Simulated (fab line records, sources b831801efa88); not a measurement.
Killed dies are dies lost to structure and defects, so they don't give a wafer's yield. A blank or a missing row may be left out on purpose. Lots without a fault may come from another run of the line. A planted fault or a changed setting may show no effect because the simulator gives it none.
Which tool did it? | flow sky130 | 12 lots, 36 wafers sampled, at 2 steps of a route of 708

WHAT THE GAUGES READ, wafer by wafer
SKY_LI_CONTACT_THK_MEAS_23: measures by xrf.
lot  | measured     | on            | LI_CONTACT_W_THK (nm)
L075 | day 29 19:12 | film_metro-01 | 395 387 394
L077 | day 30 05:08 | film_metro-04 | 391 393 398
L079 | day 30 17:34 | film_metro-02 | 388 385 392
L081 | day 32 07:20 | film_metro-04 | 402 403 398
L083 | day 32 18:40 | film_metro-01 | 401 396 399
L085 | day 33 11:07 | film_metro-02 | 385 390 391
L087 | day 34 08:17 | film_metro-01 | 394 399 392
L089 | day 34 15:58 | film_metro-04 | 402 405 405
L091 | day 35 08:12 | film_metro-01 | 393 394 394
L093 | day 35 15:50 | film_metro-02 | 389 387 393
L095 | day 36 02:58 | film_metro-04 | 397 397 399
L097 | day 36 14:12 | film_metro-02 | 386 391 386

WHICH TOOL RAN EACH LOT (tool, then ch and the chambers of the sampled wafers, then the start)
lot  | SKY_FIELD_ISO_STRIP_16
L075 | plasma_asher-02 ch 0,1, day 2 11:16
L077 | plasma_asher-02 ch 0,1, day 2 19:46
L079 | plasma_asher-01 ch 0,1, day 3 07:22
L081 | plasma_asher-01 ch 0,1, day 3 16:11
L083 | plasma_asher-02 ch 0,1, day 4 03:53
L085 | plasma_asher-02 ch 0,1, day 4 13:48
L087 | plasma_asher-02 ch 0,1, day 5 01:11
L089 | plasma_asher-04 ch 0,1, day 5 15:43
L091 | plasma_asher-04 ch 0,1, day 6 02:19
L093 | plasma_asher-01 ch 0,1, day 6 09:05
L095 | plasma_asher-01 ch 0,1, day 6 17:19
L097 | plasma_asher-04 ch 0,1, day 7 04:11
- SKY_FIELD_ISO_STRIP_16: strips in O2/N2.

THE ANSWER, worked out from the rows above alone
Rule: what is usual is taken from the lots themselves. Put in order of their means at a reading, lots are off if they are a third of the lots or fewer, leave a main group of 4 or more, and stand apart from it by a gap of 3 or more times the standard deviation of the main group's means; of several such gaps the widest counts. A main group whose means are all the same, to the digits that the tables above print for the reading, isn't used. A lot without any number at a reading at which 4 lots or more have one is off too. The other lots that the step has rows for count as sound.
No lot is off at any reading shown: from this, nothing can be told.

WHAT THE SIMULATOR HAD PUT IN
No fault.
